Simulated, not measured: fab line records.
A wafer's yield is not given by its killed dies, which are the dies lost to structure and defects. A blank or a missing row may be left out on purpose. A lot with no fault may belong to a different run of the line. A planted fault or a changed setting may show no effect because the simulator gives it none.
Matching of chambers / flow gf180mcu / 4 sister chambers for GF_SAB_ETCH_11 on rie diel-02
The step etches SiO2 in C4F8/O2/Ar, target depth 55 nm, time 8.5 s. 4 wafers are shown with their chamber, then 9 later ones without.

EACH WAFER AND ITS CHAMBER
wafer=L081.5; chamber=1; oes product au (a.u.)=0.999
wafer=L086.4; chamber=0; oes product au (a.u.)=1.004
wafer=L086.5; chamber=2; oes product au (a.u.)=1.008
wafer=L086.6; chamber=3; oes product au (a.u.)=0.993

WAFERS WITHOUT THEIR CHAMBER
wafer=L090.1; oes product au (a.u.)=0.993
wafer=L090.4; oes product au (a.u.)=1.005
wafer=L090.6; oes product au (a.u.)=1.002
wafer=L091.3; oes product au (a.u.)=1.007
wafer=L091.4; oes product au (a.u.)=0.983
wafer=L091.6; oes product au (a.u.)=1.001
wafer=L093.3; oes product au (a.u.)=0.989
wafer=L093.4; oes product au (a.u.)=0.993
wafer=L093.6; oes product au (a.u.)=0.997

WHICH CHAMBER EACH ONE RAN IN
wafer=L090.1; from the rows above=can't be placed: 3 or 1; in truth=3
wafer=L090.4; from the rows above=can't be placed: 0 or 2 or 1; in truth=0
wafer=L090.6; from the rows above=can't be placed: 0 or 1 or 2 or 3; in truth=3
wafer=L091.3; from the rows above=can't be placed: 2 or 0 or 1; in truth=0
wafer=L091.4; from the rows above=can't be placed: 3 or 1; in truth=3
wafer=L091.6; from the rows above=can't be placed: 1 or 0 or 2 or 3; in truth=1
wafer=L093.3; from the rows above=can't be placed: 3 or 1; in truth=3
wafer=L093.4; from the rows above=can't be placed: 3 or 1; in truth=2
wafer=L093.6; from the rows above=can't be placed: 1 or 3 or 0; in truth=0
Placed correctly: 0 of 9. Not placeable from these rows: 9 (in 8, the candidates include the true chamber). Number placed wrongly: 0.
How it was worked out, from the rows above alone: a wafer's distance from a chamber is the root of the sum, over the readings, of the square of ((its reading less the chamber's mean) divided by the reading's scatter). The wafer belongs to the nearest chamber; if the next one is less than 2 further off, it can't be placed. A chamber's mean is the mean of its shown wafers. The scatter: root of mean squared gap, hidden wafer to nearest shown wafer, with one shown wafer a chamber.
